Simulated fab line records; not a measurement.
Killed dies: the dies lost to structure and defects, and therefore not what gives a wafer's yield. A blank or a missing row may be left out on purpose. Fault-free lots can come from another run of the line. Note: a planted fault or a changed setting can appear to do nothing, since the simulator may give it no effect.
Matching of chambers / flow sky130 / pecvd-03 running SKY_CAPM_CVD_00: 3 sister chambers
The step deposits SiO2, target thk 15.5 nm. 18 wafers are shown with their chamber, then 9 later ones without.

WAFERS PAIRED WITH THEIR CHAMBERS
wafer=L074.3; chamber=0; heater power w (W)=649
wafer=L074.4; chamber=2; heater power w (W)=651
wafer=L074.6; chamber=2; heater power w (W)=663
wafer=L078.1; chamber=0; heater power w (W)=676
wafer=L078.2; chamber=1; heater power w (W)=840
wafer=L078.3; chamber=2; heater power w (W)=631
wafer=L078.4; chamber=0; heater power w (W)=689
wafer=L078.5; chamber=1; heater power w (W)=818
wafer=L078.6; chamber=2; heater power w (W)=629
wafer=L080.2; chamber=2; heater power w (W)=651
wafer=L080.3; chamber=1; heater power w (W)=848
wafer=L080.4; chamber=1; heater power w (W)=810
wafer=L082.1; chamber=1; heater power w (W)=833
wafer=L082.4; chamber=2; heater power w (W)=673
wafer=L082.5; chamber=1; heater power w (W)=852
wafer=L085.1; chamber=1; heater power w (W)=778
wafer=L085.3; chamber=2; heater power w (W)=704
wafer=L085.4; chamber=0; heater power w (W)=642

SIGNATURES (averages over the wafers above)
reading=heater power w; chamber 0=664.00; chamber 1=825.57; chamber 2=657.43; scatter within a chamber=25.2
Rule: a wafer's distance from a chamber is the root of the sum, over the readings, of the square of ((its reading less the chamber's mean) divided by the reading's scatter). The wafer belongs to the nearest chamber; if the next one is less than 2 further off, it can't be placed. How the scatter is found: for the shown wafers, subtract from each reading the mean of its chamber, square and add these, divide the total by (wafers less chambers), then take the root.

WAFERS WITHOUT THEIR CHAMBER
wafer=L087.2; heater power w (W)=636
wafer=L087.4; heater power w (W)=769
wafer=L087.6; heater power w (W)=615
wafer=L092.3; heater power w (W)=675
wafer=L092.5; heater power w (W)=798
wafer=L092.6; heater power w (W)=665
wafer=L093.1; heater power w (W)=725
wafer=L093.3; heater power w (W)=815
wafer=L093.6; heater power w (W)=607

THE CHAMBER EACH PASSED THROUGH
wafer=L087.2; from the rows above=can't be placed: 2 or 0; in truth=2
wafer=L087.4; from the rows above=can't be placed: 1 or 0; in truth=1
wafer=L087.6; from the rows above=can't be placed: 2 or 0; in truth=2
wafer=L092.3; from the rows above=can't be placed: 0 or 2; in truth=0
wafer=L092.5; from the rows above=1; in truth=1
wafer=L092.6; from the rows above=can't be placed: 0 or 2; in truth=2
wafer=L093.1; from the rows above=can't be placed: 0 or 2 or 1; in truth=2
wafer=L093.3; from the rows above=1; in truth=1
wafer=L093.6; from the rows above=can't be placed: 2 or 0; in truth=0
Correct placement for 2 of the 9. Unplaceable from these rows: 7, with the true chamber sitting among the candidates in 7. Number placed wrongly: 0.
